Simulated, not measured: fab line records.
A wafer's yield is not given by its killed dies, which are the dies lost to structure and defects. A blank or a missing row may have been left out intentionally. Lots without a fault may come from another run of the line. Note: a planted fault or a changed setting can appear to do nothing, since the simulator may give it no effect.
Problem report in the 8D (eight disciplines) form, filled by code + flow sfq_line + the parts of the form that need people (team, actions taken, sign-off) are left out

1. WHAT WENT WRONG
SFQ_TRILAYER_I2_METRO_MEASURE_065, thk_nm: mean 178.3 nm over 1 wafer from 1 lot; wafers with no fault: 199.3 nm, standard deviation 1.2. Relative to the usual mean, that is a shift of -18 standard deviations.
The first sign was on wafer L635.1 at day 37 06:46, on film_metro-01. The record holds 39 wafers of 13 lots with a number at this step. The rule behind "out" and "out of limits": a value lying over 4 standard deviations away from the usual mean. All remaining wafers that have a number are taken as sound.

2. WHAT THIS IS AND IS NOT
| question                    | is                | is not                                                                                                   |
|-----------------------------|-------------------|----------------------------------------------------------------------------------------------------------|
| which readings at this step | thk_nm            | -                                                                                                        |
| which lots                  | L635              | L624, L625, L626, L628, L629, L640, L641, L643, L644, L645, L646, L647                                   |
| which wafers of those lots  | L635.1            | L635.3, L635.4                                                                                           |
| read on which tools         | film_metro-01     | film_metro-02, film_metro-04                                                                             |
| when                        | from day 37 06:46 | up to then (17 sound wafers); but 21 sound wafers of L640, L641, L643, L644, L645, L646, L647 came after |

3. SUSPECTS, AND WHAT RULES EACH OUT
Counting: if a tool at a process step up to the reading ran every lot that is out, it stays a suspect. Sound lots after the first of them don't rule it out here, since some wafers of a struck lot are sound.
- cmp-02 at SFQ_TRILAYER_I2_CMP_CMP_064 (polishes SiO2): kept. It ran the lot that is out, L635 (day 37 03:38); its last sound lot up to then is L628 (day 34 04:22).
- film_metro-01 at SFQ_TRILAYER_I2_METRO_MEASURE_065: kept. It ran the lot that is out, L635 (day 37 06:46); its last sound lot up to then is L626 (day 32 18:04). Out on those wafers are its own readings of thk_nm.
- cmp-02, SFQ_TRILAYER_I2_CMP_CMP_064: wafers that are out in chamber 0, sound lot-mates in chambers 2, 3.
After counting, cmp-02 at SFQ_TRILAYER_I2_CMP_CMP_064 and film_metro-01 at SFQ_TRILAYER_I2_METRO_MEASURE_065 remain.

4. THE CAUSE (what the simulator had put in)
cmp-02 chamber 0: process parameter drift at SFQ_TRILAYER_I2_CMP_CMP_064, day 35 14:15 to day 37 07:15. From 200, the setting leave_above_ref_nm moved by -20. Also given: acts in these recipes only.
2 suspects survive the count, and this tool is in that group.

5. THE CHAIN OF EFFECTS, in route order
Each row: a reading whose mean over the struck wafers that have a number lies more than 3 standard deviations from the usual. Scope: only readings with a usual standard deviation given in the record; hours: median across lots of the time from each lot's start at the first step in this table that gives one to its start at this step; sigmas: change in usual standard deviations.
| hours | step                                  | reading        | usual      | on struck wafers | change | sigmas |
|-------|---------------------------------------|----------------|------------|------------------|--------|--------|
| 0     | SFQ_TRILAYER_I2_METRO_MEASURE_065     | thk_nm         | 199.3 nm   | 178.3            | -21.0  | -18    |
| 141   | SFQ_TRILAYER_I2_VIA_ETCH_VIA_ETCH_070 | oes_product_au | 0.853 a.u. | 0.798            | -0.055 | -9.8   |
Its process steps:
- SFQ_TRILAYER_I2_METRO_MEASURE_065
- SFQ_TRILAYER_I2_VIA_ETCH_VIA_ETCH_070: etches SiO2 in CHF3, stops on Nb, target depth 260 nm.
At these later measuring or inspecting steps, every struck wafer for which the step has a row has a number for every such reading, and none has moved that far: SFQ_M3_OVL_MEAS_921.

6. WHAT WOULD HAVE CAUGHT IT SOONER
First out-of-limits reading in this record: day 37 06:46, which is 41 hours after fault onset at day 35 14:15.
Of the tool readings at SFQ_TRILAYER_I2_CMP_CMP_064 for which the record gives a usual standard deviation, none was out on any struck wafer, so an alarm limit of 4 standard deviations on them would not have fired.
By day 37 06:46, every lot that is out (1) had started SFQ_TRILAYER_I2_CMP_CMP_064 on cmp-02. Had the tool been put on hold then, not one of them would have been saved.
